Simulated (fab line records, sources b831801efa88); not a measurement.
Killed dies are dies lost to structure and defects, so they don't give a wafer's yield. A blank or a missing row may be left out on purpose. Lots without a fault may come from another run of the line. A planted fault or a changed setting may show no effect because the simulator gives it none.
One fault seen from 2 desks | flow sky130 | each desk has only its own numbers; what lay behind them comes last

THE METROLOGY DESK
What the gauges read, lot by lot, whatever tool the lot ran on: means of the sampled wafers that have a number. A lot is out of limits, marked OUT, if its mean lies more than 4 standard deviations from the usual mean; the brackets give that distance.
Columns: A = INCOMING_BOW at SKY_FIELD_ISO_BOW_MEAS_00, usual -1 um; B = FIELD_ISO_OXIDATION_00_THK at SKY_FIELD_ISO_THK_MEAS_02, usual 12.00 nm
lot  | first seen here | A  | B
L217 | day 1 15:01     | 1  | 11.94
L218 | day 1 20:01     | 12 | 12.14
L219 | day 2 01:01     | 2  | 12.30
L220 | day 2 06:01     | 2  | 11.89
L223 | day 2 21:01     | -3 | 11.81
L224 | day 3 02:00     | 3  | 12.00
L226 | day 3 12:00     | -3 | 12.30
L230 | day 4 08:00     | -3 | 12.21
L234 | day 5 04:01     | -3 | 12.20
L235 | day 5 09:01     | -2 | 11.77
L236 | day 5 14:00     | -5 | 11.68
L238 | day 6 00:00     | -1 | 12.10
L239 | day 6 05:00     | 2  | 11.86
This desk's finding: nothing out of limits on any of the 13 lots.

THE TOOL OWNER'S DESK: plasma_asher-04
The tool's own readings at SKY_PWDE_STRIP_09 (strips in O2/N2): means of the sampled wafers that have a number, for each lot that ran on this tool. A lot is out of limits, marked OUT, if its mean lies more than 4 standard deviations from the usual mean; the brackets give that distance.
Columns: A = chamber_pressure_mTorr at SKY_PWDE_STRIP_09, usual 1500.2 mTorr; B = drypump_motor_current_A at SKY_PWDE_STRIP_09, usual 5.8 A; C = oes_product_au at SKY_PWDE_STRIP_09, usual 0.723 a.u.; D = strip_time_to_endpoint_s at SKY_PWDE_STRIP_09, usual 36.97 s
lot  | first seen here | A      | B   | C               | D
L219 | day 4 12:07     | 1501.3 | 6.0 | 0.725           | 37.01
L220 | day 4 17:16     | 1500.3 | 5.5 | 0.724           | 36.86
L224 | day 5 18:40     | 1499.6 | 5.7 | 0.719           | 37.02
L226 | day 6 04:16     | 1500.6 | 5.7 | 0.719           | 37.17
L230 | day 7 06:05     | 1501.2 | 6.2 | 0.967 (+61) OUT | -
This desk's finding: out of limits on L230; first on L230, day 7 06:05 (oes_product_au at SKY_PWDE_STRIP_09). In limits: L219, L220, L224, L226.

PUT TOGETHER
The tool owner's desk could have raised an alarm at day 7 06:05, on L230.
The metrology desk saw nothing out of limits.
The metrology desk has L230 on record, within its limits.
Of the lots named, all ran SKY_PWDE_STRIP_09 on plasma_asher-04.

WHAT THE SIMULATOR HAD PUT IN
Strip aborted: plasma_asher-04, from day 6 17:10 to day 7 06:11, at SKY_PWDE_STRIP_09. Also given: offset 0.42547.
Lots struck among those shown: L230.
Hours from the fault's start to each desk's first reading out of limits: the tool owner's desk, 13.
